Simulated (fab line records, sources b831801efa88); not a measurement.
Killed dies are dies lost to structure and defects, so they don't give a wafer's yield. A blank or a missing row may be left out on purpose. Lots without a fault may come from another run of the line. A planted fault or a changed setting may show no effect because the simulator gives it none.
Chamber matching | flow sky130 | SKY_CONTACT_CMP_04 on cmp-01: 4 sister chambers
The step polishes SiO2. 8 wafers are shown with their chamber, then 7 later ones without.

WAFERS WITH THEIR CHAMBER
wafer  | chamber | time_to_endpoint_s (s) | motor_current_A (A)
L527.6 | 1       | 96                     | 11.3
L532.1 | 0       | 87                     | 10.5
L531.1 | 3       | 77                     | 11.2
L531.4 | 1       | 91                     | 11.4
L543.2 | 3       | 76                     | 11.1
L543.5 | 2       | 85                     | 10.7
L545.2 | 2       | 86                     | 11.0
L545.3 | 0       | 84                     | 10.1

WAFERS WITHOUT THEIR CHAMBER
wafer  | time_to_endpoint_s (s) | motor_current_A (A)
L545.4 | 77                     | 11.4
L548.1 | 89                     | 10.7
L548.3 | 91                     | 10.1
L548.6 | 96                     | 11.3
L549.1 | 79                     | 11.8
L549.3 | 86                     | 11.1
L549.4 | 81                     | 10.3

WHICH CHAMBER EACH WENT THROUGH
wafer  | from the rows above     | in truth
L545.4 | 3                       | 3
L548.1 | can't be placed: 2 or 0 | 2
L548.3 | 0                       | 0
L548.6 | 1                       | 1
L549.1 | 3                       | 3
L549.3 | 2                       | 2
L549.4 | can't be placed: 0 or 2 | 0
Placed correctly: 5 of 7. Can't be placed from these rows: 2 (the true chamber is among the candidates in 2). Placed wrongly: 0.
How it was worked out, from the rows above alone: a wafer's distance from a chamber is the root of the sum, over the readings, of the square of ((its reading less the chamber's mean) divided by the reading's scatter). The wafer belongs to the nearest chamber; if the next one is less than 2 further off, it can't be placed. A chamber's mean is the mean of its shown wafers. The scatter: the root of (the sum of the squares of (reading less its chamber's mean) over the shown wafers, divided by (wafers less chambers)).
